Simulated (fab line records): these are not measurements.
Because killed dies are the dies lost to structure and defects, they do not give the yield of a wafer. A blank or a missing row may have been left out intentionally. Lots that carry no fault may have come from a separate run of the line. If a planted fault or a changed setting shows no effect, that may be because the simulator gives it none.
Comparing a struck lot with a sound one / flow sky130 / 17 steps out of a route of 708
Sound: the wafers L979.1, L979.2, L979.5. Wafers L982.2, L982.3, L982.5 were the ones struck. The cause is named last.
At each step with rows: each side's tool, then ch and its chambers, then its first start. Under that, the readings that differ: sound wafers / struck wafers / difference of the means / sigmas: that difference in standard deviations of wafers without a fault.
alike: words and numbers the same on both sides, and readings whose means are apart by under 2 such deviations; not compared: readings that were withheld, readings missing a value for some wafer, numbers with overlapping values and no deviation given by the record, and bounds like >300 which may hide the same value.
Wherever a step has rows on one side only, a row that says differs or no value, or a row with sigmas, the two part there. Numbers that have no deviation but don't overlap get no sigmas and don't part them. A reading missing from all wafers of one side parts the sides only when that side holds two or more wafers.

first, 3 steps without rows for these wafers: SKY_VIA1_STRIP_17 (strips in post etch residue remover, time 1200 s); SKY_VIA1_CLEAN_18 (cleans in IPA, time 180 s); SKY_VIA1_CLEAN_19 (cleans in O3/DIW).
SKY_VIA1_SPUTTER_20: material TiN, target thk 20 nm, time 80 s.
  sound on pvd-sputter-02 at day 36 11:14; struck on pvd-sputter-02 at day 36 14:47
  alike: cathode-dc-power-W, chamber-pressure-pa, throttle-valve-pct
SKY_VIA1_CVD_21: deposits W, target thk 270 nm, time 80.902 s.
  sound on cvd-w-02 ch 0,1, day 36 11:17; struck on cvd-w-02 ch 1, day 36 14:50
  alike: heater-power-w
SKY_VIA1_RS_MEAS_22: the measuring method here is four-point-probe.
  sound on film-metro-01 at day 36 11:23; struck on film-metro-02 at day 36 14:57
  alike: VIA1_W_RS
SKY_VIA1_THK_MEAS_23: measures by xrf.
  sound on film-metro-01 at day 36 11:30; struck on film-metro-02 at day 36 15:04
  alike: VIA1_W_THK
then, 1 step without rows for these wafers: SKY_VIA1_CMP_24 (polishes, stops on SiO2, t overpolish 15 s, target thk 0 nm).
SKY_METAL2_SPUTTER_00: material Ti, target thk 15 nm, time 10 s.
  sound on pvd-sputter-03 at day 36 11:53; struck on pvd-sputter-02 at day 36 15:25
  alike: cathode-dc-power-W, chamber-pressure-pa, throttle-valve-pct
then, 1 step without rows for these wafers: SKY_METAL2_SPUTTER_01 (material TiN, target thk 20 nm, time 16.7 s).
SKY_METAL2_SPUTTER_02: material AlCu, target thk 250 nm, time 12.9 s.
  sound on pvd-sputter-03 at day 36 11:56; struck on pvd-sputter-02 at day 36 15:28
  alike: cathode-dc-power-W, chamber-pressure-pa, throttle-valve-pct
SKY_METAL2_SPUTTER_03: material Ti, target thk 5 nm, time 3.3 s.
  sound on pvd-sputter-03 at day 36 11:57; struck on pvd-sputter-02 at day 36 15:29
  alike: cathode-dc-power-W, chamber-pressure-pa, throttle-valve-pct
SKY_METAL2_SPUTTER_04: material TiN, target thk 70 nm, time 58.3 s.
  sound on pvd-sputter-03 at day 36 11:58; struck on pvd-sputter-02 at day 36 15:30
  no value came back on the struck wafers for cathode-dc-power-W (W), chamber-pressure-pa (Pa), throttle-valve-pct (%); on the sound wafers cathode-dc-power-W (W) reads 6499.7 6501.1 6500.3
SKY_METAL2_RS_MEAS_05: the measuring method here is four-point-probe.
  sound on film-metro-04 at day 36 12:01; struck on film-metro-02 at day 36 15:34
reading=METAL2_ALCU_RS (ohm/sq); sound=0.1279 0.1296 0.1300; struck=0.1329 0.1317 0.1318; difference=+0.0030; sigmas=+2
SKY_METAL2_THK_MEAS_06: measures by xrf.
  sound on film-metro-04 at day 36 12:08; struck on film-metro-02 at day 36 15:41
reading=METAL2_ALCU_THK (nm); sound=248 245 244; struck=274 279 275; difference=+30; sigmas=+8
then, 1 step without rows for these wafers: SKY_METAL2_DEHYDRATE_07 (time 60 s).
-- the record jumps here: 11 days lie between the struck wafers' starts before and after (it left off in module METAL2 and takes up again in module PAD_OPEN, whose first step shown is number 708 of the route) --
SKY_PAD_OPEN_PROBE_99:
  sound on prober-02 at day 47 17:04; struck on prober-02 at day 47 18:37
reading=model.etest.via2-chain.rc-ohm; sound=9.82 10.15 9.846; struck=16.02 15.58 15.39; difference=+5.72; sigmas=
  alike: defect-limited-yield, killed_at_M0_to_M3, killed_at_M4_up, killed-at-contacts, killed-at-front-end, killed-at-other, killed-dies, killed-open, killed-short, sort_bin_3_pad_short, sort_bin_5_function, sort_bin_6_memory, sort-n-pass, sort-yield-pct

## WHERE THEY PART
At SKY_METAL2_SPUTTER_04 first; at SKY_METAL2_THK_MEAS_06 last (within this record only). Later steps at which nothing parts them and some readings are alike: SKY_PAD_OPEN_PROBE_99.

WHY: what the simulator had put in
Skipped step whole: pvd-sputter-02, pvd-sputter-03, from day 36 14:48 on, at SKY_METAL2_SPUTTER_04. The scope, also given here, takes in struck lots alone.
